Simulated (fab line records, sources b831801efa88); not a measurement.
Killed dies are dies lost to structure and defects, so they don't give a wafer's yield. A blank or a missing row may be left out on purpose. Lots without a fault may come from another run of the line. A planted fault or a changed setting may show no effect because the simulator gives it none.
Which tool did it? | flow sky130 | 6 lots, 18 wafers sampled, at 2 steps of a route of 708

WHAT THE GAUGES READ, wafer by wafer
SKY_VT_ADJUST_HVTR_CD_MEAS_07: target cd 380 nm.
lot  | measured     | on        | cd_nm (nm)
L303 | day 10 14:19 | cd_sem-02 | 378.8 379.8 380.1
L306 | day 11 15:12 | cd_sem-02 | 381.8 382.7 382.2
L308 | day 12 07:51 | cd_sem-02 | - - -
L317 | day 15 07:16 | cd_sem-02 | 377.8 377.1 375.7
L319 | day 15 20:21 | cd_sem-01 | 379.5 380.2 381.8
L321 | day 16 07:30 | cd_sem-02 | 381.3 381.5 380.5

WHICH TOOL RAN EACH LOT (tool, then ch and the chambers of the sampled wafers, then the start)
lot  | SKY_VT_ADJUST_HVTR_COAT_02
L303 | litho_track-02 ch 0, day 10 02:11
L306 | litho_track-03 ch 0, day 11 02:40
L308 | litho_track-03, day 11 19:28
L317 | litho_track-03 ch 0, day 14 17:25
L319 | litho_track-03 ch 0, day 15 06:22
L321 | litho_track-02 ch 0, day 15 16:41
- SKY_VT_ADJUST_HVTR_COAT_02: resist thk 1140 nm.

THE ANSWER, worked out from the rows above alone
Rule: what is usual is taken from the lots themselves. Put in order of their means at a reading, lots are off if they are a third of the lots or fewer, leave a main group of 4 or more, and stand apart from it by a gap of 3 or more times the standard deviation of the main group's means; of several such gaps the widest counts. A main group whose means are all the same, to the digits that the tables above print for the reading, isn't used. A lot without any number at a reading at which 4 lots or more have one is off too. The other lots that the step has rows for count as sound.
Off: L308, at SKY_VT_ADJUST_HVTR_CD_MEAS_07 (cd_nm). Without a number there: L308. The main group: mean 380.1 nm, standard deviation 1.8.
A tool fits if, at a process step before that reading, it ran every lot that is off, and no sound lot after the first of them. The gauges at SKY_VT_ADJUST_HVTR_CD_MEAS_07 are tried like those tools. None of those tried fits.

WHAT THE SIMULATOR HAD PUT IN
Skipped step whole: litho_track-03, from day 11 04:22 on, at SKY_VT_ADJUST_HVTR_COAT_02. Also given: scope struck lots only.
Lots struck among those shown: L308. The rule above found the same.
